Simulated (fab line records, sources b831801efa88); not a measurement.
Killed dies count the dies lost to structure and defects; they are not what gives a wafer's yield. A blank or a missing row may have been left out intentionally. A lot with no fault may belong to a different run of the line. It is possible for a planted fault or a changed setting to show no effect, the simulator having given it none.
Which tool is to blame? :: flow sky130 :: 33 wafers from 11 lots sampled at 6 of the route's 708 steps

WHAT EACH GAUGE READ, for each wafer
SKY_LDD_LDN_OVL_MEAS_07.
lot: L181
measured: day 24 06:06
on: overlay-02
LDD_LDN_OVL (nm): 1.9 1.1 1.1

lot: L183
measured: day 24 23:55
on: overlay-01
LDD_LDN_OVL (nm): -1.0 -1.4 -0.7

lot: L184
measured: day 25 07:49
on: overlay-02
LDD_LDN_OVL (nm): -2.2 -1.2 -3.4

lot: L186
measured: day 26 00:32
on: overlay-01
LDD_LDN_OVL (nm): -1.3 -2.1 -2.6

lot: L187
measured: day 26 10:34
on: overlay-01
LDD_LDN_OVL (nm): -2.2 -2.7 -1.1

lot: L188
measured: day 26 20:28
on: overlay-01
LDD_LDN_OVL (nm): -2.1 -0.7 -1.1

lot: L189
measured: day 27 00:54
on: overlay-01
LDD_LDN_OVL (nm): -2.6 -1.4 -2.8

lot: L190
measured: day 27 05:32
on: overlay-01
LDD_LDN_OVL (nm): -2.5 -0.2 -0.5

lot: L196
measured: day 29 09:23
on: overlay-01
LDD_LDN_OVL (nm): -4.6 -4.5 -5.3

lot: L198
measured: day 29 21:37
on: overlay-01
LDD_LDN_OVL (nm): -2.4 -3.3 -3.4

lot: L199
measured: day 30 10:09
on: overlay-01
LDD_LDN_OVL (nm): 0.1 -1.1 -0.8

SKY_SD_N_CD_MEAS_07: the cd target is 380 nm.
lot: L181
measured: day 29 05:52
on: cd_sem-02
cd_nm (nm): 384.3 381.8 383.6

lot: L183
measured: day 29 23:38
on: cd_sem-02
cd_nm (nm): 377.7 376.3 376.9

lot: L184
measured: day 30 06:04
on: cd_sem-01
cd_nm (nm): 377.6 376.4 377.7

lot: L186
measured: day 30 21:04
on: cd_sem-01
cd_nm (nm): 374.6 375.6 374.6

lot: L187
measured: day 31 06:52
on: cd_sem-01
cd_nm (nm): 376.5 377.6 378.1

lot: L188
measured: day 31 17:07
on: cd_sem-01
cd_nm (nm): 381.1 378.9 377.7

lot: L189
measured: day 31 21:17
on: cd_sem-02
cd_nm (nm): 380.3 379.2 378.6

lot: L190
measured: day 32 00:37
on: cd_sem-01
cd_nm (nm): 381.0 378.5 380.6

lot: L196
measured: day 34 01:17
on: cd_sem-01
cd_nm (nm): 381.0 381.3 381.9

lot: L198
measured: day 34 12:50
on: cd_sem-01
cd_nm (nm): 379.4 440.3 381.1

lot: L199
measured: day 35 01:05
on: cd_sem-02
cd_nm (nm): 440.1 376.4 378.7

SKY_LOCAL_INTERCONNECT_RS_MEAS_01: uses a four-point probe to measure.
lot: L181
measured: day 30 13:11
on: film_metro-03
LOCAL_INTERCONNECT_TIN_RS (ohm/sq): 14.25 14.08 14.03

lot: L183
measured: day 31 06:42
on: film_metro-03
LOCAL_INTERCONNECT_TIN_RS (ohm/sq): 14.17 14.02 14.05

lot: L184
measured: day 31 13:11
on: film_metro-03
LOCAL_INTERCONNECT_TIN_RS (ohm/sq): 14.47 14.34 14.43

lot: L186
measured: day 32 03:37
on: film_metro-01
LOCAL_INTERCONNECT_TIN_RS (ohm/sq): 14.11 13.80 14.05

lot: L187
measured: day 32 13:22
on: film_metro-01
LOCAL_INTERCONNECT_TIN_RS (ohm/sq): 13.82 14.01 13.87

lot: L188
measured: day 32 23:47
on: film_metro-04
LOCAL_INTERCONNECT_TIN_RS (ohm/sq): 14.33 14.12 14.46

lot: L189
measured: day 33 04:17
on: film_metro-04
LOCAL_INTERCONNECT_TIN_RS (ohm/sq): 13.97 14.27 14.17

lot: L190
measured: day 33 06:49
on: film_metro-03
LOCAL_INTERCONNECT_TIN_RS (ohm/sq): 13.78 14.04 13.97

lot: L196
measured: day 35 06:45
on: film_metro-04
LOCAL_INTERCONNECT_TIN_RS (ohm/sq): 14.14 14.16 13.85

lot: L198
measured: day 35 17:47
on: film_metro-04
LOCAL_INTERCONNECT_TIN_RS (ohm/sq): 14.27 14.28 14.30

lot: L199
measured: day 36 06:28
on: film_metro-03
LOCAL_INTERCONNECT_TIN_RS (ohm/sq): 14.34 14.22 14.43

EACH LOT AND THE TOOL THAT RAN IT (in order: tool; ch and the chambers of the sampled wafers; start)
lot: L181
SKY_LDD_HVP_STRIP_09: plasma_asher-01 ch 0,1, day 23 00:38
SKY_SD_N_COAT_02: litho_track-01 ch 0, day 28 15:46
SKY_SD_N_STRIP_11: plasma_asher-03 ch 0,1, day 29 06:18

lot: L183
SKY_LDD_HVP_STRIP_09: plasma_asher-03 ch 0,1, day 23 17:32
SKY_SD_N_COAT_02: litho_track-03 ch 0, day 29 09:20
SKY_SD_N_STRIP_11: plasma_asher-01 ch 0,1, day 30 00:05

lot: L184
SKY_LDD_HVP_STRIP_09: plasma_asher-03 ch 0,1, day 24 01:12
SKY_SD_N_COAT_02: litho_track-01 ch 0, day 29 15:44
SKY_SD_N_STRIP_11: plasma_asher-01 ch 0,1, day 30 06:32

lot: L186
SKY_LDD_HVP_STRIP_09: plasma_asher-03 ch 0,1, day 24 18:36
SKY_SD_N_COAT_02: litho_track-04 ch 0, day 30 06:58
SKY_SD_N_STRIP_11: plasma_asher-01 ch 0,1, day 30 21:32

lot: L187
SKY_LDD_HVP_STRIP_09: plasma_asher-01 ch 0,1, day 25 05:15
SKY_SD_N_COAT_02: litho_track-01 ch 0, day 30 16:20
SKY_SD_N_STRIP_11: plasma_asher-03 ch 1, day 31 07:20

lot: L188
SKY_LDD_HVP_STRIP_09: plasma_asher-03 ch 0,1, day 25 15:29
SKY_SD_N_COAT_02: litho_track-01 ch 0, day 31 03:26
SKY_SD_N_STRIP_11: plasma_asher-03 ch 0,1, day 31 17:34

lot: L189
SKY_LDD_HVP_STRIP_09: plasma_asher-01 ch 0,1, day 25 19:03
SKY_SD_N_COAT_02: litho_track-03 ch 0, day 31 07:53
SKY_SD_N_STRIP_11: plasma_asher-01 ch 0,1, day 31 21:44

lot: L190
SKY_LDD_HVP_STRIP_09: plasma_asher-01 ch 1, day 25 23:39
SKY_SD_N_COAT_02: litho_track-01 ch 0, day 31 10:53
SKY_SD_N_STRIP_11: plasma_asher-03 ch 0,1, day 32 01:05

lot: L196
SKY_LDD_HVP_STRIP_09: plasma_asher-01 ch 0,1, day 28 05:05
SKY_SD_N_COAT_02: litho_track-04 ch 0, day 33 11:40
SKY_SD_N_STRIP_11: plasma_asher-01 ch 0,1, day 34 01:45

lot: L198
SKY_LDD_HVP_STRIP_09: plasma_asher-03 ch 0,1, day 28 17:23
SKY_SD_N_COAT_02: litho_track-01 ch 0, day 34 00:05
SKY_SD_N_STRIP_11: plasma_asher-04 ch 0,1, day 34 13:18

lot: L199
SKY_LDD_HVP_STRIP_09: plasma_asher-02 ch 0,1, day 29 06:20
SKY_SD_N_COAT_02: litho_track-01 ch 0, day 34 11:37
SKY_SD_N_STRIP_11: plasma_asher-01 ch 0, day 35 01:32
- SKY_LDD_HVP_STRIP_09: strips in O2/N2.
- SKY_SD_N_COAT_02: resist thk 1140 nm.
- SKY_SD_N_STRIP_11: strips in O2/N2.

WHAT THE TOOLS THEMSELVES READ (means of the sampled wafers that have a number; where no wafer has one, the mark that the record gives instead)
SKY_LDD_HVP_STRIP_09.
lot: L181
tool: plasma_asher-01
drypump_motor_current_A (A): 5.5
oes_product_au (a.u.): 0.406
strip_time_to_endpoint_s (s): 4.125

lot: L183
tool: plasma_asher-03
drypump_motor_current_A (A): 6.4
oes_product_au (a.u.): 0.409
strip_time_to_endpoint_s (s): 4.128

lot: L184
tool: plasma_asher-03
drypump_motor_current_A (A): 6.4
oes_product_au (a.u.): 0.408
strip_time_to_endpoint_s (s): 4.141

lot: L186
tool: plasma_asher-03
drypump_motor_current_A (A): 6.4
oes_product_au (a.u.): 0.408
strip_time_to_endpoint_s (s): 4.118

lot: L187
tool: plasma_asher-01
drypump_motor_current_A (A): 5.5
oes_product_au (a.u.): 0.403
strip_time_to_endpoint_s (s): 4.143

lot: L188
tool: plasma_asher-03
drypump_motor_current_A (A): 6.4
oes_product_au (a.u.): 0.407
strip_time_to_endpoint_s (s): 4.138

lot: L189
tool: plasma_asher-01
drypump_motor_current_A (A): 5.3
oes_product_au (a.u.): 0.412
strip_time_to_endpoint_s (s): 4.140

lot: L190
tool: plasma_asher-01
drypump_motor_current_A (A): 5.7
oes_product_au (a.u.): 0.407
strip_time_to_endpoint_s (s): 4.134

lot: L196
tool: plasma_asher-01
drypump_motor_current_A (A): 5.4
oes_product_au (a.u.): 0.407
strip_time_to_endpoint_s (s): 4.133

lot: L198
tool: plasma_asher-03
drypump_motor_current_A (A): 6.4
oes_product_au (a.u.): 0.414
strip_time_to_endpoint_s (s): 4.128

lot: L199
tool: plasma_asher-02
drypump_motor_current_A (A): 5.8
oes_product_au (a.u.): 0.414
strip_time_to_endpoint_s (s): 4.152

SKY_SD_N_COAT_02.
lot: L181
tool: litho_track-01
dispense_pressure_kPa (kPa): 45

lot: L183
tool: litho_track-03
dispense_pressure_kPa (kPa): 54

lot: L184
tool: litho_track-01
dispense_pressure_kPa (kPa): 46

lot: L186
tool: litho_track-04
dispense_pressure_kPa (kPa): 52

lot: L187
tool: litho_track-01
dispense_pressure_kPa (kPa): 46

lot: L188
tool: litho_track-01
dispense_pressure_kPa (kPa): 45

lot: L189
tool: litho_track-03
dispense_pressure_kPa (kPa): 54

lot: L190
tool: litho_track-01
dispense_pressure_kPa (kPa): 46

lot: L196
tool: litho_track-04
dispense_pressure_kPa (kPa): 51

lot: L198
tool: litho_track-01
dispense_pressure_kPa (kPa): 45

lot: L199
tool: litho_track-01
dispense_pressure_kPa (kPa): 45

SKY_SD_N_STRIP_11.
lot: L181
tool: plasma_asher-03
drypump_motor_current_A (A): 6.4
oes_product_au (a.u.): 0.531
strip_time_to_endpoint_s (s): 22.56

lot: L183
tool: plasma_asher-01
drypump_motor_current_A (A): 5.3
oes_product_au (a.u.): 0.523
strip_time_to_endpoint_s (s): 22.60

lot: L184
tool: plasma_asher-01
drypump_motor_current_A (A): 5.4
oes_product_au (a.u.): 0.531
strip_time_to_endpoint_s (s): 22.61

lot: L186
tool: plasma_asher-01
drypump_motor_current_A (A): 5.5
oes_product_au (a.u.): 0.534
strip_time_to_endpoint_s (s): 22.65

lot: L187
tool: plasma_asher-03
drypump_motor_current_A (A): 6.5
oes_product_au (a.u.): 0.527
strip_time_to_endpoint_s (s): 22.56

lot: L188
tool: plasma_asher-03
drypump_motor_current_A (A): 6.4
oes_product_au (a.u.): 0.523
strip_time_to_endpoint_s (s): 22.59

lot: L189
tool: plasma_asher-01
drypump_motor_current_A (A): 5.5
oes_product_au (a.u.): 0.524
strip_time_to_endpoint_s (s): 22.61

lot: L190
tool: plasma_asher-03
drypump_motor_current_A (A): 6.3
oes_product_au (a.u.): 0.522
strip_time_to_endpoint_s (s): 22.53

lot: L196
tool: plasma_asher-01
drypump_motor_current_A (A): 5.4
oes_product_au (a.u.): 0.524
strip_time_to_endpoint_s (s): 22.62

lot: L198
tool: plasma_asher-04
drypump_motor_current_A (A): 5.6
oes_product_au (a.u.): 0.509
strip_time_to_endpoint_s (s): 20.71

lot: L199
tool: plasma_asher-01
drypump_motor_current_A (A): 5.2
oes_product_au (a.u.): 0.507
strip_time_to_endpoint_s (s): 20.76

THE ANSWER, worked out from the rows above alone
Rule: the lots themselves supply what counts as usual. Put in order of their means at a reading, lots are off if they are a third of the lots or fewer, leave a main group of 4 or more, and stand apart from it by a gap of 3 or more times the standard deviation of the main group's means; of several such gaps the widest counts. Not used: any main group whose means are identical at the precision the tables above print for the reading. A lot without any number at a reading at which 4 lots or more have one is off too. Any other lot the step has rows for is counted as sound. Order of review: gauges by route order, followed by the tools' own readings, for which a lot's mean as printed above is used. The first step at which some lot is off is used, and at that step the reading that is off furthest; a lot without a number counts as furthest.
Off: L198, L199, at SKY_SD_N_CD_MEAS_07 (cd_nm). Main group: mean 378.9 nm, sd 2.4.
If a tool, at a process step before that reading, ran all the lots that are off and no sound lot after the first of them, it fits. The gauges at SKY_SD_N_CD_MEAS_07 aren't tried: what is off there is off at SKY_SD_N_STRIP_11 too, on other tools, and a gauge's error can't cause that. One fits: SKY_SD_N_COAT_02 on litho_track-01. Its last sound lot is L190 (day 31 10:53), its first lot that is off L198 (day 34 00:05): a fault that began between those two fits.

WHAT THE SIMULATOR HAD PUT IN
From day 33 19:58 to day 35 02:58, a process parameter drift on litho_track-01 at SKY_SD_N_COAT_02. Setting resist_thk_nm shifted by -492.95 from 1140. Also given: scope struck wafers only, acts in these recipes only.
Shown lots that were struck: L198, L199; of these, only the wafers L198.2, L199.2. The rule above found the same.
